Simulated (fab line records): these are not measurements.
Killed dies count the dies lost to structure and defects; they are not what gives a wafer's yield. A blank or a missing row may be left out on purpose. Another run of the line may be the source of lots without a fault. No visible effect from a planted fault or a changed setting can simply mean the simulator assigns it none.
What tool caused it? :: flow gf180mcu :: 14 lots with 42 wafers sampled at 2 steps, on a route of 602 steps

== WHAT EACH GAUGE READ, for each wafer ==
GF_STI_THK_MEAS_30.
lot: L571
measured: day 2 12:41
on: film metro-03
STI_OXIDATION_02_THK (nm): 9.93 9.90 10.04

lot: L572
measured: day 2 18:55
on: film metro-01
STI_OXIDATION_02_THK (nm): 9.92 10.01 10.13

lot: L574
measured: day 3 03:20
on: film metro-01
STI_OXIDATION_02_THK (nm): 10.15 10.21 10.47

lot: L576
measured: day 3 13:12
on: film metro-04
STI_OXIDATION_02_THK (nm): 10.02 10.03 10.09

lot: L577
measured: day 3 18:13
on: film metro-01
STI_OXIDATION_02_THK (nm): 10.13 10.11 10.10

lot: L578
measured: day 3 23:43
on: film metro-03
STI_OXIDATION_02_THK (nm): 10.22 9.89 9.93

lot: L580
measured: day 4 10:55
on: film metro-03
STI_OXIDATION_02_THK (nm): 10.14 10.13 10.11

lot: L581
measured: day 4 15:58
on: film metro-03
STI_OXIDATION_02_THK (nm): 10.01 9.90 9.85

lot: L582
measured: day 4 20:17
on: film metro-03
STI_OXIDATION_02_THK (nm): 10.24 10.27 10.07

lot: L583
measured: day 5 00:35
on: film metro-01
STI_OXIDATION_02_THK (nm): 9.96 9.88 9.76

lot: L587
measured: day 6 06:50
on: film metro-01
STI_OXIDATION_02_THK (nm): 10.04 10.07 9.94

lot: L588
measured: day 6 13:55
on: film metro-03
STI_OXIDATION_02_THK (nm): 9.87 10.02 10.18

lot: L590
measured: day 6 16:35
on: film metro-01
STI_OXIDATION_02_THK (nm): 10.20 10.24 10.12

lot: L593
measured: day 7 06:11
on: film metro-01
STI_OXIDATION_02_THK (nm): 10.05 10.12 10.02

GF_LVPWELL_OVL_MEAS_07.
lot: L571
measured: day 4 04:07
on: overlay-02
LVPWELL_OVL (nm): 0.0 1.3 0.0

lot: L572
measured: day 4 10:16
on: overlay-01
LVPWELL_OVL (nm): -0.7 -2.2 -1.9

lot: L574
measured: day 4 20:22
on: overlay-01
LVPWELL_OVL (nm): -1.2 -1.4 -0.7

lot: L576
measured: day 5 07:03
on: overlay-01
LVPWELL_OVL (nm): 0.6 -0.3 -0.7

lot: L577
measured: day 5 12:14
on: overlay-02
LVPWELL_OVL (nm): -0.1 -1.1 -0.2

lot: L578
measured: day 5 17:11
on: overlay-02
LVPWELL_OVL (nm): -1.4 -0.3 -1.4

lot: L580
measured: day 6 05:37
on: overlay-02
LVPWELL_OVL (nm): 1.4 0.1 1.0

lot: L581
measured: day 6 10:54
on: overlay-01
LVPWELL_OVL (nm): 0.9 1.4 2.0

lot: L582
measured: day 6 14:03
on: overlay-02
LVPWELL_OVL (nm): 2.7 0.0 0.4

lot: L583
measured: day 6 19:04
on: overlay-02
LVPWELL_OVL (nm): -1.9 -1.9 -0.9

lot: L587
measured: day 8 04:40
on: overlay-01
LVPWELL_OVL (nm): 0.2 1.5 0.3

lot: L588
measured: day 8 14:23
on: overlay-01
LVPWELL_OVL (nm): 1.7 2.5 3.1

lot: L590
measured: day 8 17:07
on: overlay-01
LVPWELL_OVL (nm): -0.8 -1.8 -0.7

lot: L593
measured: day 9 08:00
on: overlay-01
LVPWELL_OVL (nm): 0.0 -2.2 -0.9

== EACH LOT AND THE TOOL THAT RAN IT (in order: tool; ch and the chambers of the sampled wafers; start) ==
No process step before these readings appears in the record.

== AS READ BY THE TOOLS THEMSELVES (means over the sampled wafers that have a number; for cases with no such wafer, the mark the record gives instead) ==
The record holds no such reading with a usual standard deviation.

== THE ANSWER, worked out from the rows above alone ==
Rule: what is usual is taken from the lots themselves. Put in order of their means at a reading, lots are off if they are a third of the lots or fewer, leave a main group of 4 or more, and stand apart from it by a gap of 3 or more times the standard deviation of the main group's means; of several such gaps the widest counts. The tables above print the reading to a certain number of digits; a main group whose means all agree to those digits is not used. Also off: a lot with no number at a reading for which 4 or more lots have one. Any other lot the step has rows for is counted as sound. After the gauges, taken in route order, come the tools' own readings; for these a lot's mean is taken, as printed above. At the first step where some lot is off, the reading lying furthest off is the one used; lots without a number count as furthest.
Across all readings shown, no lot is off: no conclusion can be drawn from this.

== WHAT HAD BEEN PUT IN BY THE SIMULATOR ==
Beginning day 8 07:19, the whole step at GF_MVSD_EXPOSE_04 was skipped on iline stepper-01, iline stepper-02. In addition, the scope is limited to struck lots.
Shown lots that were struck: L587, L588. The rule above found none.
